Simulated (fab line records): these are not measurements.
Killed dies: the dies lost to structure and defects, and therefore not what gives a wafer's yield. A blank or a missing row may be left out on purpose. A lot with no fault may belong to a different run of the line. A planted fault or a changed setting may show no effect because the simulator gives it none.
Chamber matching | flow gf180mcu | 3 sister chambers for GF_V5_CVD_02 on pecvd-04
The step deposits SiO2 from TEOS, target thk 1450 nm, time 163.28 s. 14 wafers are shown with their chamber, then 7 later ones without.

## WAFERS PAIRED WITH THEIR CHAMBERS
wafer  | chamber | heater power w (W)
L077.3 | 1       | 677
L077.4 | 2       | 644
L077.6 | 0       | 574
L079.2 | 2       | 579
L079.5 | 2       | 639
L079.6 | 1       | 569
L085.1 | 0       | 608
L085.3 | 2       | 625
L085.6 | 2       | 501
L086.1 | 1       | 696
L086.5 | 2       | 498
L086.6 | 0       | 728
L087.1 | 0       | 723
L087.5 | 1       | 700

SIGNATURES (averages over the wafers above)
reading        | chamber 0 | chamber 1 | chamber 2 | scatter within a chamber
heater power w | 658.25    | 660.50    | 581.00    | 69.2
Rule: for each reading, subtract the chamber's mean from the wafer's reading, divide by that reading's scatter and square the result; add these up over the readings and take the root, which gives the wafer's distance from the chamber. If the next closest chamber is less than 2 further off than the closest, the wafer can't be placed; otherwise it belongs to the closest. The scatter: the root of (the sum of the squares of (reading less its chamber's mean) over the shown wafers, divided by (wafers less chambers)).

## WAFERS MISSING THEIR CHAMBER
wafer  | heater power w (W)
L087.6 | 502
L091.1 | 646
L091.2 | 681
L091.3 | 642
L091.4 | 561
L091.5 | 708
L091.6 | 505

## WHICH CHAMBER EACH ONE RAN IN
wafer  | from the rows above          | in truth
L087.6 | can't be placed: 2 or 0 or 1 | 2
L091.1 | can't be placed: 0 or 1 or 2 | 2
L091.2 | can't be placed: 1 or 0 or 2 | 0
L091.3 | can't be placed: 0 or 1 or 2 | 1
L091.4 | can't be placed: 2 or 0 or 1 | 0
L091.5 | can't be placed: 1 or 0 or 2 | 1
L091.6 | can't be placed: 2 or 0 or 1 | 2
0 of 7 placed correctly. Unplaceable from these rows: 7, with the true chamber sitting among the candidates in 7. Number placed wrongly: 0.
